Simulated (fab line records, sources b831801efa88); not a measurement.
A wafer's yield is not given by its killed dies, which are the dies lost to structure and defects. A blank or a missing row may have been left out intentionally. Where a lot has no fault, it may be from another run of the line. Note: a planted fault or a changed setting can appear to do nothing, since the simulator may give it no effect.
Which tool was responsible? | flow gf180mcu | 12 lots, 36 wafers sampled, at 2 steps of a route of 602

== WHAT THE GAUGES SHOWED, per wafer ==
GF_CONTACT_THK_MEAS_03.
lot  | measured     | on            | CONTACT_CVD_02_THK (nm)
L075 | day 15 12:00 | film metro-01 | 852 852 866
L077 | day 16 08:06 | film metro-03 | 863 862 861
L079 | day 16 22:46 | film metro-03 | 862 873 877
L081 | day 17 14:44 | film metro-01 | 851 842 863
L083 | day 18 15:14 | film metro-02 | 855 853 859
L085 | day 19 08:07 | film metro-03 | 855 841 863
L087 | day 19 23:02 | film metro-02 | 858 864 879
L089 | day 20 12:12 | film metro-03 | 874 855 875
L091 | day 21 11:08 | film metro-03 | 855 859 860
L093 | day 22 02:17 | film metro-03 | 850 865 871
L095 | day 22 16:21 | film metro-02 | 848 856 851
L097 | day 23 10:16 | film metro-02 | 858 862 869

== WHAT TOOL EACH LOT RAN ON (gives the tool, then ch and the chambers of the sampled wafers, and finally the start) ==
lot  | GF_CONTACT_CVD_02
L075 | pecvd-01 ch 0,1,2, day 15 11:56
L077 | pecvd-01 ch 1,2, day 16 08:02
L079 | pecvd-01 ch 1,2, day 16 22:41
L081 | pecvd-02 ch 1,2, day 17 14:40
L083 | pecvd-03 ch 0,1,2, day 18 15:10
L085 | pecvd-01 ch 0,2, day 19 08:02
L087 | pecvd-01 ch 0,1,2, day 19 22:58
L089 | pecvd-03 ch 0,1,2, day 20 12:08
L091 | pecvd-03 ch 0,2, day 21 11:04
L093 | pecvd-03 ch 0,1,2, day 22 02:13
L095 | pecvd-02 ch 0,1,2, day 22 16:17
L097 | pecvd-03 ch 0,1,2, day 23 10:11
- GF_CONTACT_CVD_02: deposits SiO2 from TEOS, target thk 860 nm, time 95.992 s.

== THE ANSWER, worked out from the rows above alone ==
Rule: usual is defined by the lots themselves. Put in order of their means at a reading, lots are off if they are a third of the lots or fewer, leave a main group of 4 or more, and stand apart from it by a gap of 3 or more times the standard deviation of the main group's means; of several such gaps the widest counts. A main group is skipped when, at the precision printed for the reading in the tables above, its means are all equal. A lot without any number at a reading at which 4 lots or more have one is off too. All remaining lots with rows at the step are treated as sound.
None of the lots is off at any reading shown; this tells nothing.

== WHAT THE SIMULATOR HAD PUT IN ==
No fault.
